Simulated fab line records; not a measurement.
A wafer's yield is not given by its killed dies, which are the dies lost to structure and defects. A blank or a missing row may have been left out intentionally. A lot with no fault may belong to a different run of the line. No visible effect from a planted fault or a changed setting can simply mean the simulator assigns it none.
Which tool is to blame? ; flow sky130 ; 36 wafers from 12 lots sampled at 5 of the route's 708 steps

## WHAT THE GAUGES READ, wafer by wafer
Not one reading of a measure or inspect step in the record can be checked against a usual standard deviation.

## WHAT TOOL EACH LOT RAN ON (gives the tool, then ch and the chambers of the sampled wafers, and finally the start)
lot;SKY_METAL5_SPUTTER_03;SKY_METAL5_STRIP_17;SKY_PASSIVATION_ETCH_11;SKY_PASSIVATION_STRIP_12;SKY_PAD_OPEN_PROBE_99
L624;pvdSputter-03, day 43 09:02;wetBench-03 ch 1, day 44 07:28;rieDiel-04 ch 1,2, day 45 04:59;plasmaAsher-01 ch 0,1, day 45 05:05;prober-01, day 46 05:26
L625;pvdSputter-02, day 43 09:58;wetBench-02 ch 3, day 44 08:37;rieDiel-01 ch 0,3, day 45 06:23;plasmaAsher-02 ch 0,1, day 45 06:29;-
L626;pvdSputter-02, day 43 10:46;wetBench-03 ch 3, day 44 09:18;rieDiel-02 ch 0,1,2, day 45 07:05;plasmaAsher-01 ch 0, day 45 07:11;-
L627;pvdSputter-03, day 43 12:01;wetBench-03 ch 2, day 44 11:01;rieDiel-04 ch 1,2,3, day 45 08:23;plasmaAsher-01 ch 0,1, day 45 08:29;-
L628;pvdSputter-03, day 43 20:59;wetBench-02 ch 0, day 44 19:25;rieDiel-01 ch 2,3, day 45 18:17;plasmaAsher-01 ch 0,1, day 45 18:26;-
L629;pvdSputter-02, day 44 04:26;wetBench-03 ch 1, day 45 02:46;rieDiel-04 ch 2,3, day 46 00:29;plasmaAsher-04 ch 0,1, day 46 00:37;-
L631;pvdSputter-03, day 44 18:41;wetBench-04 ch 2, day 45 16:34;rieDiel-04 ch 1,2,3, day 46 13:56;plasmaAsher-01 ch 0,1, day 46 14:02;-
L635;pvdSputter-03, day 45 18:50;wetBench-03 ch 0, day 46 16:22;rieDiel-04 ch 1,2,3, day 47 13:11;plasmaAsher-02 ch 0,1, day 47 13:19;-
L637;pvdSputter-02, day 46 11:11;wetBench-03 ch 1, day 47 07:43;rieDiel-01 ch 0,3, day 48 03:20;plasmaAsher-01 ch 0,1, day 48 03:26;prober-02, day 48 23:25
L640;pvdSputter-02, day 47 01:55;wetBench-03 ch 1, day 47 22:10;rieDiel-01 ch 1,2,3, day 48 17:23;plasmaAsher-02 ch 0,1, day 48 17:29;prober-01, day 49 13:21
L641;pvdSputter-04, day 47 05:17;wetBench-03 ch 3, day 48 00:40;rieDiel-04 ch 0,1,2, day 48 19:53;plasmaAsher-02 ch 0,1, day 48 19:59;prober-02, day 49 15:14
L644;pvdSputter-03, day 48 04:28;wetBench-02 ch 3, day 48 23:28;rieDiel-01 ch 0,1,3, day 49 17:02;plasmaAsher-01 ch 0,1, day 49 17:11;-
- SKY_METAL5_SPUTTER_03: material Ti, target thk 5 nm, time 3.3 s.
- SKY_METAL5_STRIP_17: strips in post etch residue remover, time 1200 s.
- SKY_PASSIVATION_ETCH_11: etches the open film in CF4/O2, stops on AlCu, target depth 725 nm, time 161.1 s.
- SKY_PASSIVATION_STRIP_12: strips in O2/N2.
- SKY_PAD_OPEN_PROBE_99

## WHAT THE TOOLS THEMSELVES READ (means of the sampled wafers that have a number; where no wafer has one, the mark that the record gives instead)
SKY_METAL5_SPUTTER_03.
lot;tool;throttleValvePct (%)
L624;pvdSputter-03;28.3
L625;pvdSputter-02;28.8
L626;pvdSputter-02;29.1
L627;pvdSputter-03;29.7
L628;pvdSputter-03;30.4
L629;pvdSputter-02;29.0
L631;pvdSputter-03;29.4
L635;pvdSputter-03;29.3
L637;pvdSputter-02;29.3
L640;pvdSputter-02;29.3
L641;pvdSputter-04;29.0
L644;pvdSputter-03;29.8

SKY_PASSIVATION_ETCH_11.
lot;tool;drypumpMotorCurrentA (A);oesProductAu (a.u.);throttleValvePct (%)
L624;rieDiel-04;6.3;0.984;5.957
L625;rieDiel-01;5.6;0.977;5.965
L626;rieDiel-02;5.6;0.982;5.968
L627;rieDiel-04;6.2;0.977;5.970
L628;rieDiel-01;5.2;0.985;5.960
L629;rieDiel-04;6.2;0.985;5.971
L631;rieDiel-04;6.2;0.983;5.955
L635;rieDiel-04;6.2;0.980;5.957
L637;rieDiel-01;5.4;0.976;5.970
L640;rieDiel-01;5.4;0.978;5.962
L641;rieDiel-04;6.1;0.980;5.965
L644;rieDiel-01;5.5;0.977;5.959

SKY_PASSIVATION_STRIP_12.
lot;tool;drypumpMotorCurrentA (A);oesProductAu (a.u.);stripTimeToEndpointS (s)
L624;plasmaAsher-01;5.9;0.660;31.55
L625;plasmaAsher-02;5.4;0.661;31.56
L626;plasmaAsher-01;6.4;0.659;31.47
L627;plasmaAsher-01;6.1;0.664;31.46
L628;plasmaAsher-01;5.9;0.662;31.21
L629;plasmaAsher-04;5.1;0.663;31.52
L631;plasmaAsher-01;5.9;0.662;31.66
L635;plasmaAsher-02;5.4;0.661;31.39
L637;plasmaAsher-01;5.9;0.659;31.49
L640;plasmaAsher-02;5.7;0.656;31.47
L641;plasmaAsher-02;5.7;0.657;31.45
L644;plasmaAsher-01;6.1;0.657;31.42

SKY_PAD_OPEN_PROBE_99.
lot;tool;defectLimitedYield (%);killed_at_M0_to_M3;killed_at_M4_up;killedAtContacts;killedAtFrontEnd;killedAtOther;killedDies;killedOpen;killedShort;sort_bin_3_pad_short (%);sort_bin_5_function (%);sort_bin_6_memory (%);sort_bin_8_speed (%);sortNPass;sortYieldPct (%)
L624;prober-01;84.0;38;3.3;27;10;0.7;79;42;37;0.5;10.0;5.5;0.00;413;84.0
L637;prober-02;82.5;50;1.7;23;11;0.3;86;44;41;1.3;9.9;6.3;0.00;406;82.5
L640;prober-01;73.5;38;48.0;27;17;0.7;130;47;39;2.2;17.6;6.7;0.00;362;73.5
L641;prober-02;73.6;44;53.0;18;14;0.0;130;46;33;2.3;17.2;6.8;0.00;362;73.6

## THE ANSWER, worked out from the rows above alone
Rule: the lots themselves supply what counts as usual. Put in order of their means at a reading, lots are off if they are a third of the lots or fewer, leave a main group of 4 or more, and stand apart from it by a gap of 3 or more times the standard deviation of the main group's means; of several such gaps the widest counts. A main group is skipped when, at the precision printed for the reading in the tables above, its means are all equal. A lot without any number at a reading at which 4 lots or more have one is off too. The other lots that the step has rows for count as sound. Order of review: gauges by route order, followed by the tools' own readings, for which a lot's mean as printed above is used. At the first step where some lot is off, the reading lying furthest off is the one used; lots without a number count as furthest.
No lot is off at any reading shown: from this, nothing can be told.

## WHAT THE SIMULATOR HAD INSERTED
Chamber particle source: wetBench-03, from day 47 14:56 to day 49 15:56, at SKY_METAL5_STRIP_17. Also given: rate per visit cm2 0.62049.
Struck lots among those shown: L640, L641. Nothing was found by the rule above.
